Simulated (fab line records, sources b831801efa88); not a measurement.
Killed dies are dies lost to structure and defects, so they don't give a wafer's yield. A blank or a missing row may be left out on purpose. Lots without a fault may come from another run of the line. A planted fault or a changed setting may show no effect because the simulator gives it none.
A struck lot beside a sound one | flow sky130 | 35 steps out of a route of 708
Sound: wafers L335.1, L335.5, L335.6. Struck: wafers L341.1, L341.5, L341.6. The cause comes at the end.
At each step with rows: each side's tool, then ch and its chambers, then its first start. Under that, the readings that differ: sound wafers | struck wafers | difference of the means | sigmas: that difference in standard deviations of wafers without a fault.
alike: readings whose means differ by less than 2 such deviations, and words and numbers that are the same on both sides. not compared: withheld readings, readings that some wafer has no value for, bounds like >300 that may hide the same value, and numbers for which the record gives no deviation and whose values overlap.
The two part at a step that has a row with sigmas, a row that says differs or no value, or rows on one side only. Numbers that don't overlap but have no deviation are shown without sigmas and don't part them. A reading that every wafer of one side lacks parts them only if that side has two wafers or more.

first, 10 steps without rows for these wafers: SKY_METAL2_COAT_09 (resist thk 60 nm); SKY_METAL2_COAT_10 (resist thk 450 nm); SKY_METAL2_SOFTBAKE_11 (time 90 s); SKY_METAL2_EXPOSE_12 (exposes mask MM2, target cd 140 nm); SKY_METAL2_PEB_13; SKY_METAL2_DEVELOP_14 (develop time 58.36 s); SKY_METAL2_DESCUM_17 (chemistry O2, time 8 s); SKY_METAL2_ETCH_18 (etches BARC in N2/H2, stops on SiO2, time 45.9 s, target depth 60 nm); SKY_METAL2_METAL_ETCH_19 (etches the open film in Cl2/BCl3, stops on SiO2, target depth 360 nm, time 78 s); SKY_METAL2_STRIP_20 (strips in O2/N2).
SKY_METAL2_STRIP_21: strips in post etch residue remover, time 1200 s.
  sound on wet_bench-04 ch 3, day 35 02:46; struck on wet_bench-01 ch 0, day 37 14:27
  alike: bath_heat_duty_pct, temp_c
then, 23 steps without rows for these wafers: SKY_METAL2_CLEAN_22 (cleans in IPA, time 180 s); SKY_METAL2_CLEAN_23 (cleans in O3/DIW); SKY_VIA2_HDPCVD_00 (deposits SiO2, target thk 1180 nm, time 196.7 s); SKY_VIA2_CMP_02 (polishes SiO2); SKY_VIA2_DEHYDRATE_04 (time 60 s); SKY_VIA2_HMDS_05 (prime time 60 s); SKY_VIA2_COAT_06 (resist thk 60 nm); SKY_VIA2_COAT_07 (resist thk 450 nm); SKY_VIA2_SOFTBAKE_08 (time 90 s); SKY_VIA2_EXPOSE_09 (exposes mask VIM2, target cd 200 nm); SKY_VIA2_PEB_10; SKY_VIA2_DEVELOP_11 (develop time 60 s); SKY_VIA2_ETCH_14 (etches BARC in N2/H2, stops on SiO2, time 45.9 s, target depth 60 nm); SKY_VIA2_ETCH_15 (etches SiO2 in C4F8/O2/Ar, stops on TiN, target depth 546 nm, time 84 s); SKY_VIA2_STRIP_16 (strips in O2/N2); SKY_VIA2_STRIP_17 (strips in post etch residue remover, time 1200 s); SKY_VIA2_CLEAN_18 (cleans in IPA, time 180 s); SKY_VIA2_CLEAN_19 (cleans in O3/DIW); SKY_VIA2_SPUTTER_20 (material TiN, target thk 20 nm, time 80 s); SKY_VIA2_CVD_21 (deposits W, target thk 420 nm, time 126.4 s); SKY_VIA2_CMP_24 (polishes, stops on SiO2, t overpolish 20 s, target thk 0 nm); SKY_METAL3_SPUTTER_00 (material Ti, target thk 15 nm, time 10 s); SKY_METAL3_SPUTTER_01 (material TiN, target thk 20 nm, time 16.7 s).
-- the record jumps here: 10 days lie between the struck wafers' starts before and after (it left off in module METAL3 and takes up again in module PAD_OPEN, whose first step shown is number 708 of the route) --
SKY_PAD_OPEN_PROBE_99:
  sound on prober-01, day 45 16:23; struck on prober-02, day 47 19:28
  reading                       | sound             | struck            | difference | sigmas
  killed_at_M0_to_M3            | 44 44 43          | 110 103 99        | +60        | +8
  killed_at_contacts            | 30 23 17          | 199 78 68         | +92        | +17
  killed_dies                   | 89 83 87          | 327 192 185       | +148       | +16
  killed_on_rim                 | 15 14 18          | 49 23 45          | +23        | +7
  model.etest.mcon_chain.rc_ohm | 16.78 15.23 16.46 | 33.11 21.11 19.79 | +8.51      |
  alike: killed_at_M4_up, killed_at_front_end, killed_at_other, killed_open, killed_short

WHERE THEY PART
Only at SKY_PAD_OPEN_PROBE_99, within this record.

WHY: what the simulator had put in
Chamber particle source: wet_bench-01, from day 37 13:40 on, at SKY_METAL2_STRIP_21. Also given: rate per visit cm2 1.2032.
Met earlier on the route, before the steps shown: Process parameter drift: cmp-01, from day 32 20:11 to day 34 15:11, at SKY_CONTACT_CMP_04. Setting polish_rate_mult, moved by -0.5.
